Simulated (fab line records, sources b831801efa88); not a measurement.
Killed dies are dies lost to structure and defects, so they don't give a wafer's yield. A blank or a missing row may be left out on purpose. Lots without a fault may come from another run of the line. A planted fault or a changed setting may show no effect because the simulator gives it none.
Which tool did it? | flow sky130 | 7 lots, 21 wafers sampled, at 4 steps of a route of 708

WHAT THE GAUGES READ, wafer by wafer
SKY_CONTACT_THK_MEAS_01.
lot  | measured     | on            | CONTACT_CVD_00_THK (nm)
L857 | day 31 05:21 | film_metro-01 | 74.6 76.0 76.3
L861 | day 32 23:09 | film_metro-02 | 75.5 75.4 74.7
L866 | day 34 22:50 | film_metro-02 | 76.6 76.2 77.5
L871 | day 36 11:28 | film_metro-02 | 75.7 75.2 76.8
L875 | day 37 01:45 | film_metro-02 | 74.0 75.7 75.6
L877 | day 37 19:12 | film_metro-03 | 75.3 75.9 76.8

WHICH TOOL RAN EACH LOT (tool, then ch and the chambers of the sampled wafers, then the start)
lot  | SKY_RES_XHIGH_STRIP_08               | SKY_LI_CONTACT_STRIP_16              | SKY_LOCAL_INTERCONNECT_PEB_09
L857 | plasma_asher-03 ch 0,1, day 27 12:38 | plasma_asher-01 ch 0,1, day 29 22:52 | litho_track-01 ch 0, day 31 03:00
L861 | plasma_asher-01 ch 0,1, day 29 08:17 | plasma_asher-04 ch 0,1, day 31 17:22 | litho_track-01 ch 0, day 32 21:00
L866 | plasma_asher-02 ch 0,1, day 31 09:05 | plasma_asher-01 ch 0,1, day 33 17:58 | litho_track-03 ch 0, day 34 21:00
L869 | plasma_asher-02 ch 0,1, day 32 10:36 | plasma_asher-01 ch 1, day 34 18:37   | litho_track-01, day 35 21:00
L871 | plasma_asher-02 ch 1, day 32 23:56   | plasma_asher-01 ch 0,1, day 35 07:19 | litho_track-03 ch 0, day 36 10:00
L875 | plasma_asher-03 ch 0,1, day 33 14:47 | plasma_asher-02 ch 0,1, day 35 21:58 | litho_track-04 ch 0, day 37 00:00
L877 | plasma_asher-01 ch 0,1, day 34 08:31 | plasma_asher-01 ch 0,1, day 36 15:22 | litho_track-04 ch 0, day 37 17:00
- SKY_RES_XHIGH_STRIP_08: strips in O2/N2.
- SKY_LI_CONTACT_STRIP_16: strips in O2/N2.
- SKY_LOCAL_INTERCONNECT_PEB_09

THE ANSWER, worked out from the rows above alone
Rule: what is usual is taken from the lots themselves. Put in order of their means at a reading, lots are off if they are a third of the lots or fewer, leave a main group of 4 or more, and stand apart from it by a gap of 3 or more times the standard deviation of the main group's means; of several such gaps the widest counts. A main group whose means are all the same, to the digits that the tables above print for the reading, isn't used. A lot without any number at a reading at which 4 lots or more have one is off too. The other lots that the step has rows for count as sound.
No lot is off at any reading shown: from this, nothing can be told.

WHAT THE SIMULATOR HAD PUT IN
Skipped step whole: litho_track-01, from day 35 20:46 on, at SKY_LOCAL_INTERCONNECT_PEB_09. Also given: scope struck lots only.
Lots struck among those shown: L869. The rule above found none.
